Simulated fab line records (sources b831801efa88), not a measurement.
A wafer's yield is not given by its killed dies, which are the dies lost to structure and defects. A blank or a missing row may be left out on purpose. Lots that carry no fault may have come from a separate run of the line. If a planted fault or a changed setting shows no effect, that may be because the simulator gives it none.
Which tool was responsible? + flow sky130 + 12 lots, 36 wafers sampled, at 5 steps of a route of 708

== WHAT THE GAUGES SHOWED, per wafer ==
Not one reading of a measure or inspect step in the record can be checked against a usual standard deviation.

== EACH LOT AND THE TOOL THAT RAN IT (in order: tool; ch and the chambers of the sampled wafers; start) ==
| lot  | SKY_METAL1_DESCUM_17              | SKY_VIA1_SPUTTER_20          | SKY_METAL2_SPUTTER_01        | SKY_METAL3_ETCH_17                 | SKY_PAD_OPEN_PROBE_99   |
|------|-----------------------------------|------------------------------|------------------------------|------------------------------------|-------------------------|
| L318 | rie-metal-04 ch 0,1, day 32 09:59 | pvd-sputter-04, day 33 14:25 | pvd-sputter-03, day 33 15:04 | rie-diel-02 ch 1,2,3, day 38 06:39 | prober-01, day 45 11:27 |
| L319 | rie-metal-04 ch 0,1, day 32 12:38 | pvd-sputter-04, day 33 17:58 | pvd-sputter-02, day 33 18:37 | rie-diel-01 ch 2,3, day 38 08:55   | prober-02, day 45 15:14 |
| L320 | rie-metal-04 ch 0,1, day 33 08:13 | pvd-sputter-03, day 34 13:14 | pvd-sputter-02, day 34 13:53 | rie-diel-03 ch 1,2, day 39 03:16   | prober-01, day 46 02:38 |
| L321 | rie-metal-04 ch 0,1, day 33 15:46 | pvd-sputter-01, day 34 21:08 | pvd-sputter-04, day 34 21:47 | rie-diel-01 ch 0,3, day 39 10:25   | prober-02, day 46 09:15 |
| L323 | rie-metal-03 ch 0,1, day 34 07:37 | pvd-sputter-04, day 35 12:08 | pvd-sputter-04, day 35 12:47 | rie-diel-01 ch 1,2,3, day 40 00:13 | prober-02, day 46 22:08 |
| L324 | rie-metal-04 ch 0,1, day 34 16:13 | pvd-sputter-03, day 35 21:17 | pvd-sputter-02, day 35 21:57 | rie-diel-03 ch 0,1,3, day 40 07:10 | prober-01, day 47 03:29 |
| L325 | rie-metal-01 ch 0,1, day 34 21:50 | pvd-sputter-04, day 36 02:46 | pvd-sputter-03, day 36 03:25 | rie-diel-03 ch 1,2,3, day 40 14:24 | prober-02, day 47 09:44 |
| L326 | rie-metal-04 ch 0,1, day 34 23:56 | pvd-sputter-04, day 36 04:23 | pvd-sputter-02, day 36 05:02 | rie-diel-02 ch 1,2,3, day 40 15:58 | prober-01, day 47 12:34 |
| L331 | rie-metal-01 ch 0,1, day 36 16:35 | pvd-sputter-01, day 37 21:04 | pvd-sputter-02, day 37 21:43 | rie-diel-01 ch 0,1,2, day 42 05:02 | prober-01, day 48 17:17 |
| L332 | rie-metal-03 ch 0,1, day 37 00:35 | pvd-sputter-04, day 38 04:40 | pvd-sputter-02, day 38 05:20 | rie-diel-01 ch 0,1,3, day 42 11:04 | prober-01, day 48 19:11 |
| L334 | rie-metal-01 ch 0,1, day 38 13:16 | pvd-sputter-04, day 39 15:55 | pvd-sputter-02, day 39 16:34 | rie-diel-03 ch 0,1, day 43 18:39   | prober-01, day 49 19:53 |
| L339 | rie-metal-03 ch 0,1, day 39 16:21 | pvd-sputter-04, day 40 19:17 | pvd-sputter-02, day 40 19:58 | rie-diel-03 ch 0,1,3, day 44 19:46 | prober-01, day 50 19:11 |
- SKY_METAL1_DESCUM_17: chemistry O2, time 8 s.
- SKY_VIA1_SPUTTER_20: material TiN, target thk 20 nm, time 80 s.
- SKY_METAL2_SPUTTER_01: material TiN, target thk 20 nm, time 16.16 s.
- SKY_METAL3_ETCH_17: etches SiO2 in C4F8/O2/Ar, stops on TiN, time 3.9 s, target depth 15 nm.
- SKY_PAD_OPEN_PROBE_99

== WHAT THE TOOLS THEMSELVES READ (means of the sampled wafers that have a number; where no wafer has one, the mark that the record gives instead) ==
SKY_METAL1_DESCUM_17. Usual: drypump-motor-current-A 5.8 A, standard deviation 0.61; oes-product-au 0.995 a.u., standard deviation 0.0074.
| lot  | tool         | drypump-motor-current-A (A) | oes-product-au (a.u.) | flag |
|------|--------------|-----------------------------|-----------------------|------|
| L318 | rie-metal-04 | 6.4                         | 0.999                 |      |
| L319 | rie-metal-04 | 6.4                         | 0.997                 |      |
| L320 | rie-metal-04 | 6.1                         | 1.003                 |      |
| L321 | rie-metal-04 | 6.1                         | 0.989                 |      |
| L323 | rie-metal-03 | 5.3                         | 0.991                 |      |
| L324 | rie-metal-04 | 6.2                         | 0.990                 |      |
| L325 | rie-metal-01 | 5.5                         | 0.992                 |      |
| L326 | rie-metal-04 | 6.4                         | 0.992                 |      |
| L331 | rie-metal-01 | 5.5                         | 0.999                 |      |
| L332 | rie-metal-03 | 5.2                         | 0.995                 |      |
| L334 | rie-metal-01 | 5.5                         | 0.988                 |      |
| L339 | rie-metal-03 | 5.2                         | 0.992                 |      |

SKY_VIA1_SPUTTER_20. Usual: throttle-valve-pct reads 29.8 % (standard deviation 1.3).
| lot  | tool           | throttle-valve-pct (%) | flag |
|------|----------------|------------------------|------|
| L318 | pvd-sputter-04 | 29.7                   |      |
| L319 | pvd-sputter-04 | 29.1                   |      |
| L320 | pvd-sputter-03 | 28.6                   |      |
| L321 | pvd-sputter-01 | 31.2                   |      |
| L323 | pvd-sputter-04 | 29.8                   |      |
| L324 | pvd-sputter-03 | 28.7                   |      |
| L325 | pvd-sputter-04 | 31.1                   |      |
| L326 | pvd-sputter-04 | 30.3                   |      |
| L331 | pvd-sputter-01 | 30.7                   |      |
| L332 | pvd-sputter-04 | 29.1                   |      |
| L334 | pvd-sputter-04 | 28.7                   |      |
| L339 | pvd-sputter-04 | 29.7                   |      |

SKY_METAL2_SPUTTER_01. Usual: throttle-valve-pct reads 30.3 % (standard deviation 1.4).
| lot  | tool           | throttle-valve-pct (%) | flag |
|------|----------------|------------------------|------|
| L318 | pvd-sputter-03 | 28.8                   |      |
| L319 | pvd-sputter-02 | 30.4                   |      |
| L320 | pvd-sputter-02 | 30.4                   |      |
| L321 | pvd-sputter-04 | 29.3                   |      |
| L323 | pvd-sputter-04 | 29.8                   |      |
| L324 | pvd-sputter-02 | 31.4                   |      |
| L325 | pvd-sputter-03 | 28.6                   |      |
| L326 | pvd-sputter-02 | 30.7                   |      |
| L331 | pvd-sputter-02 | 31.5                   |      |
| L332 | pvd-sputter-02 | 31.5                   |      |
| L334 | pvd-sputter-02 | 30.6                   |      |
| L339 | pvd-sputter-02 | 31.4                   |      |

SKY_METAL3_ETCH_17. Usual: bias-w 1200 W, standard deviation 3.3; oes-product-au 0.754 a.u., standard deviation 0.0075.
| lot  | tool        | bias-w (W) | oes-product-au (a.u.) | flag |
|------|-------------|------------|-----------------------|------|
| L318 | rie-diel-02 | 1200       | 0.764                 |      |
| L319 | rie-diel-01 | 1200       | 0.756                 |      |
| L320 | rie-diel-03 | 1200       | 0.760                 |      |
| L321 | rie-diel-01 | 1199       | 0.756                 |      |
| L323 | rie-diel-01 | 1200       | 0.755                 |      |
| L324 | rie-diel-03 | 1201       | 0.758                 |      |
| L325 | rie-diel-03 | 1199       | 0.759                 |      |
| L326 | rie-diel-02 | 1202       | 0.752                 |      |
| L331 | rie-diel-01 | 1201       | 0.749                 |      |
| L332 | rie-diel-01 | 1204       | 0.743                 |      |
| L334 | rie-diel-03 | 1202       | 0.756                 |      |
| L339 | rie-diel-03 | 1205       | 0.760                 |      |

SKY_PAD_OPEN_PROBE_99. Usual: defect-limited-yield 82.8 %, standard deviation 1.7; killed_at_M0_to_M3 43, standard deviation 6.2; killed_at_M4_up 2.8, standard deviation 1.7; killed-at-contacts 24, standard deviation 4.8; killed-at-front-end 15, standard deviation 4.3; killed-at-other 0.3, standard deviation 0.55; killed-dies 85, standard deviation 8.4; killed-on-rim 17, standard deviation 3.8; killed-open 46, standard deviation 6.7; killed-short 38, standard deviation 6.2; sort_bin_3_pad_short 0.9 %, standard deviation 0.46; sort_bin_5_function 10.2 %, standard deviation 1.3; sort_bin_6_memory 6.1 %, standard deviation 0.9; sort-n-pass 407, standard deviation 8.4; sort-yield-pct 82.8 %, standard deviation 1.7.
| lot  | tool      | defect-limited-yield (%) | killed_at_M0_to_M3 | killed_at_M4_up | killed-at-contacts | killed-at-front-end | killed-at-other | killed-dies | killed-on-rim | killed-open | killed-short | sort_bin_3_pad_short (%) | sort_bin_5_function (%) | sort_bin_6_memory (%) | sort-n-pass | sort-yield-pct (%) | flag |
|------|-----------|--------------------------|--------------------|-----------------|--------------------|---------------------|-----------------|-------------|---------------|-------------|--------------|--------------------------|-------------------------|-----------------------|-------------|--------------------|------|
| L318 | prober-01 | 83.9                     | 39                 | 3.0             | 23                 | 13                  | 0.3             | 79          | 13            | 48          | 31           | 0.3                      | 10.1                    | 5.6                   | 413         | 83.9               |      |
| L319 | prober-02 | 83.2                     | 47                 | 3.3             | 20                 | 12                  | 0.3             | 82          | 16            | 48          | 34           | 0.9                      | 10.2                    | 5.6                   | 410         | 83.2               |      |
| L320 | prober-01 | 81.5                     | 43                 | 4.7             | 28                 | 15                  | 0.0             | 91          | 17            | 45          | 46           | 1.1                      | 11.2                    | 6.2                   | 401         | 81.5               |      |
| L321 | prober-02 | 83.9                     | 38                 | 3.7             | 24                 | 13                  | 0.0             | 79          | 15            | 38          | 41           | 0.9                      | 8.5                     | 6.6                   | 413         | 83.9               |      |
| L323 | prober-02 | 83.1                     | 47                 | 1.7             | 24                 | 11                  | 0.0             | 83          | 15            | 44          | 39           | 0.7                      | 11.0                    | 5.2                   | 409         | 83.1               |      |
| L324 | prober-01 | 82.2                     | 47                 | 1.7             | 26                 | 12                  | 0.0             | 87          | 16            | 48          | 39           | 1.0                      | 10.1                    | 6.6                   | 405         | 82.2               |      |
| L325 | prober-02 | 84.8                     | 36                 | 1.3             | 22                 | 15                  | 0.3             | 75          | 15            | 39          | 36           | 0.8                      | 8.7                     | 5.6                   | 417         | 84.8               |      |
| L326 | prober-01 | 81.2                     | 41                 | 3.0             | 27                 | 21                  | 0.0             | 92          | 21            | 57          | 35           | 0.9                      | 11.8                    | 6.1                   | 400         | 81.2               |      |
| L331 | prober-01 | 78.3                     | 69                 | 1.7             | 21                 | 15                  | 0.0             | 107         | 24            | 46          | 34           | 1.4                      | 13.3                    | 6.9                   | 385         | 78.3               | OFF  |
| L332 | prober-01 | 77.7                     | 70                 | 2.3             | 25                 | 12                  | 0.7             | 110         | 21            | 43          | 37           | 2.1                      | 13.4                    | 6.8                   | 382         | 77.7               | OFF  |
| L334 | prober-01 | 80.8                     | 48                 | 3.0             | 23                 | 20                  | 0.0             | 94          | 18            | 50          | 44           | 1.1                      | 10.8                    | 7.2                   | 398         | 80.8               |      |
| L339 | prober-01 | 83.5                     | 41                 | 2.3             | 22                 | 15                  | 0.3             | 81          | 17            | 43          | 38           | 0.5                      | 9.8                     | 6.2                   | 411         | 83.5               |      |

== THE ANSWER, worked out from the rows above alone ==
Rule: a lot is off if the mean of its wafers that have a number lies more than 3 standard deviations from the usual mean. A lot without any number at a reading at which 4 lots or more have one is off too. Any other lot the step has rows for is counted as sound. First the gauges in route order, then the tools' own readings, where a lot's mean is used as printed above. The first step at which some lot is off is used, and at that step the reading that is off furthest; a lot without a number counts as furthest.
Off at SKY_PAD_OPEN_PROBE_99 (killed_at_M0_to_M3): L331, L332.
If a tool, at that step or one of the process steps before it, ran each lot that is off and ran no sound lot following the first of them, it fits. One candidate fits, namely rie-diel-01 at SKY_METAL3_ETCH_17. A fault onset in the window from L323 (day 40 00:13, its last sound lot) to L331 (day 42 05:02, its first lot off) fits.

== WHAT THE SIMULATOR HAD PUT IN ==
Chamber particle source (rie-diel-01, SKY_METAL3_ETCH_17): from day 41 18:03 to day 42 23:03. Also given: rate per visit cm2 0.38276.
Struck lots among those shown: L331, L332. This agrees with what the rule above found.
